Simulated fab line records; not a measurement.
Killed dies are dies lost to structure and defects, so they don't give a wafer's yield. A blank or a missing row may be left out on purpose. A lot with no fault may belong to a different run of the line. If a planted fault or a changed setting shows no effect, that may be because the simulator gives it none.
Comparing a struck lot with a sound one || flow gf180mcu || 14 steps out of a route of 602
Sound: these wafers, L508.2, L508.3, L508.4. The struck wafers were L505.1, L505.4, L505.6. The cause is given at the end.
At each step with rows: each side's tool, then ch and its chambers, then its first start. Under that, the readings that differ: sound wafers || struck wafers || difference of the means || sigmas: that difference in standard deviations of wafers without a fault.
alike: words and numbers the same on both sides, and readings whose means are apart by under 2 such deviations; not compared: readings that were withheld, readings missing a value for some wafer, numbers with overlapping values and no deviation given by the record, and bounds like >300 which may hide the same value.
A row with sigmas, a row that says differs or no value, or rows on one side alone: a step with any of these is where the two part. When numbers do not overlap yet have no deviation, they are printed without sigmas and do not part them. A reading missing from all wafers of one side parts the sides only when that side holds two or more wafers.

first, 1 step without rows for these wafers: GF_V4_CVD_00 (deposits SiO2, target thk 600 nm, time 100 s).
GF_V4_THK_MEAS_01:
  struck on filmMetro-03, day 29 00:33; sound on filmMetro-03, day 29 18:35
  alike: V4_CVD_00_THK
GF_V4_CVD_02: deposits SiO2 from TEOS, target thk 850 nm, time 94.851 s.
  sound on pecvd-02 ch 0,2, day 29 18:38; struck on pecvd-01 ch 0,1, day 29 00:37
{"reading": "heaterPowerW (W)", "sound": "667 558 715", "struck": "964 1006 823", "difference": "+284", "sigmas": "+2"}
  alike: heaterPowerOuterW
  not compared: sinceWetCleanH
GF_V4_THK_MEAS_03:
  struck on filmMetro-02, day 29 00:41; sound on filmMetro-03, day 29 18:45
  alike: V4_CVD_02_THK
GF_V4_CMP_04: polishes SiO2.
  sound on cmp-02 ch 0,1,3, day 29 18:48; struck on cmp-02 ch 0,1,3, day 29 00:50
  alike: headPressurePsi, motorCurrentA, platenRpm, slurryFlowMlMin, timeToEndpointS
GF_V4_BOW_MEAS_05:
  struck on filmMetro-02, day 29 01:02; sound on filmMetro-02, day 29 19:07
  alike: V4_BOW
then, 6 steps without rows for these wafers: GF_V4_DEHYDRATE_06 (time 60 s); GF_V4_HMDS_07 (prime time 60 s); GF_V4_COAT_08; GF_V4_COAT_09 (resist thk 1000 nm); GF_V4_SOFTBAKE_10 (time 60 s); GF_V4_EXPOSE_11 (exposes mask Via4, target cd 260 nm).
GF_V4_PEB_12: peb time 90 s.
  struck on lithoTrack-01, day 29 20:53; sound on lithoTrack-01 ch 0, day 30 13:22
  no value came back on the struck wafers for chillPlateTempC (C), exhaustPa (Pa), heaterPowerTotalW (W), plateTempC (C); on the sound wafers chillPlateTempC (C) reads 22.96 22.98 23.16
then, 1 step without rows for these wafers: GF_V4_DEVELOP_13 (develop time 60 s).

WHERE THEY PART
First at GF_V4_CVD_02; last, within this record, at GF_V4_PEB_12.

WHY: what the simulator had put in
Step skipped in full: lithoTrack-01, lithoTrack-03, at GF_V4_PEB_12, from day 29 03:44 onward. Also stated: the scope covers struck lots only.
